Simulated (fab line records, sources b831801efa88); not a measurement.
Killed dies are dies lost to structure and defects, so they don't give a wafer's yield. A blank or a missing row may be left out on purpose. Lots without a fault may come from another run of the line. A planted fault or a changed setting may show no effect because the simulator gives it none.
One fault seen from 2 desks | flow gf180mcu | each desk has only its own numbers; what lay behind them comes last

THE METROLOGY DESK
What the gauges read, lot by lot, whatever tool the lot ran on: means of the sampled wafers that have a number. A lot is out of limits, marked OUT, if its mean lies more than 4 standard deviations from the usual mean; the brackets give that distance.
Columns: A = V5_CVD_02_THK at GF_V5_THK_MEAS_03, usual 1452 nm
lot  | first seen here | A
L188 | day 26 13:07    | 1450
L190 | day 27 06:26    | 1451
L192 | day 27 22:48    | 1462
L193 | day 28 08:17    | 1434
L194 | day 28 13:28    | 1461
L196 | day 29 06:37    | 1441
L197 | day 29 12:25    | 1459
L198 | day 29 18:59    | 1445
L200 | day 30 08:30    | 1450
L201 | day 30 17:37    | 1478
L205 | day 31 15:02    | 1380
L206 | day 31 22:50    | 1444
L209 | day 33 01:42    | 1475
L210 | day 33 02:03    | 1444
This desk's finding: nothing out of limits on any of the 14 lots.

THE TOOL OWNER'S DESK: pecvd-01
The tool's own readings at GF_V5_CVD_02 (deposits SiO2 from TEOS, target thk 1450 nm, time 163.28 s): means of the sampled wafers that have a number, for each lot that ran on this tool. A lot is out of limits, marked OUT, if its mean lies more than 4 standard deviations from the usual mean; the brackets give that distance.
Columns: A = heater_power_w at GF_V5_CVD_02, usual 677 W; B = rf_fwd_power_W at GF_V5_CVD_02, usual 597.2 W
lot  | first seen here | A   | B
L193 | day 28 08:11    | 750 | 597.7
L196 | day 29 06:30    | 757 | 599.9
L198 | day 29 18:53    | 730 | 593.6
L200 | day 30 08:24    | 748 | 597.1
L205 | day 31 14:56    | 741 | 534.6 (-31) OUT
L206 | day 31 22:44    | 751 | 562.5 (-17) OUT
This desk's finding: out of limits on L205, L206; first on L205, day 31 14:56 (rf_fwd_power_W at GF_V5_CVD_02). In limits: L193, L196, L198, L200.

PUT TOGETHER
The tool owner's desk could have raised an alarm at day 31 14:56, on L205, L206.
The metrology desk saw nothing out of limits.
The metrology desk has L205, L206 on record, within its limits.
Of the lots named, all ran GF_V5_CVD_02 on pecvd-01.

WHAT THE SIMULATOR HAD PUT IN
Process parameter drift: pecvd-01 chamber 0, from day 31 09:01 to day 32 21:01, at GF_V5_CVD_02. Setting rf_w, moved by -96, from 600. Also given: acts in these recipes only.
Lots struck among those shown: L205, L206.
Hours from the fault's start to each desk's first reading out of limits: the tool owner's desk, 6.
